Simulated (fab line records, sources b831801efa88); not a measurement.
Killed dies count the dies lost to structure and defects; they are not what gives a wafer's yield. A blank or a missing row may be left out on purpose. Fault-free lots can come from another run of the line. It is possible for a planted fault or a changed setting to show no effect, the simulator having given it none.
Lot-split experiment    flow sky130    23 wafers read from 5 lots, route of 708 steps

THE SPLIT ITSELF
At SKY_VT_ADJUST_LVTN_IMPLANT_08, the setting energy-kev was moved away from the recipe's 30 on 11 of the 23 wafers read, by -5.7% to +2.3%. This setting was run at the recipe's value on the other wafers.

The reading is taken at the split's own step.

THE READING
The simulator's own value implant.drp-nm, read by no gauge, in nm at SKY_VT_ADJUST_LVTN_IMPLANT_08. The file gives no usual value for it.

wafer   tool, chamber at the split  energy-kev as run  against the recipe  implant.drp-nm, nm  against lot-mates on the recipe
L074.1  implanter-01, 0             30                 recipe              42.97               -
L074.2  implanter-01, 0             30                 recipe              42.97               -
L074.5  implanter-01, 0             30                 recipe              42.97               -
L074.3  implanter-01, 0             30.68              +2.3%               43.69               +0.72
L074.6  implanter-01, 0             30.68              +2.3%               43.69               +0.72
L077.1  implanter-01, 0             30                 recipe              42.97               -
L077.2  implanter-01, 0             30                 recipe              42.97               -
L077.3  implanter-01, 0             29.26              -2.5%               42.11               -0.86
L077.4  implanter-01, 0             29.26              -2.5%               42.11               -0.86
L077.5  implanter-01, 0             29.26              -2.5%               42.11               -0.86
L079.2  implanter-04, 0             28.29              -5.7%               40.82               -2.15
L079.3  implanter-04, 0             28.29              -5.7%               40.82               -2.15
L079.5  implanter-04, 0             28.29              -5.7%               40.82               -2.15
L079.4  implanter-04, 0             30                 recipe              42.97               -
L079.6  implanter-04, 0             30                 recipe              42.97               -
L080.1  implanter-01, 0             28.63              -4.6%               41.29               -1.68
L080.3  implanter-01, 0             28.63              -4.6%               41.29               -1.68
L080.4  implanter-01, 0             28.63              -4.6%               41.29               -1.68
L080.2  implanter-01, 0             30                 recipe              42.97               -
L080.5  implanter-01, 0             30                 recipe              42.97               -
L082.4  implanter-04, 0             30                 recipe              42.97               -
L082.5  implanter-04, 0             30                 recipe              42.97               -
L082.6  implanter-04, 0             30                 recipe              42.97               -

FIT RESULTS
A straight line over all 23 wafers: implant.drp-nm changes by +0.366 nm for each +1% of energy-kev; r = +1.00; the points scatter about the line by 0.042 nm.
The same after taking each lot's own level away (the mean of its wafers on the recipe; 23 wafers): +0.366 nm for each +1%; r = +1.00; scatter 0.042 nm.
That fit puts the effect of the largest move of energy-kev on the reading at 2.1 nm.
The lots' own levels span 42.970 to 42.970 nm.
The two slopes agree, so the slope changes little with the lot-to-lot level.
Check: for one of the wafers moved furthest among these (-5.7%), held out of the fit, the line's prediction against its lot-mates is -2.09 nm. It came out at -2.15 nm against them.

THESE WAFERS: OTHER SPLITS
Before the reading, these wafers also passed through other splits. Each is held against what the fit with the lots' levels taken away leaves over:
other split on the same wafers         wafers away from the commonest value  r with implant.drp-nm (lot level and that fit taken away)
SKY_VT_ADJUST_HVTP_SOFTBAKE_03 temp-c  10                                    -0.02

THE WHOLE CHAIN: every reading that the file lists as answering this split, in the file's order
step                           what it does  reading                                                          change (the file's fit)                r (the file's)
SKY_VT_ADJUST_LVTN_IMPLANT_08                implant.rp-nm (the simulator's own value, which no gauge read)   +0.94 nm for each +1% of the setting   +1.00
SKY_VT_ADJUST_LVTN_IMPLANT_08                implant.drp-nm (the simulator's own value, which no gauge read)  +0.366 nm for each +1% of the setting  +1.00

FILE'S OWN FIT
implant.drp-nm changes by +0.366 nm for each +1% of energy-kev, r = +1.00.
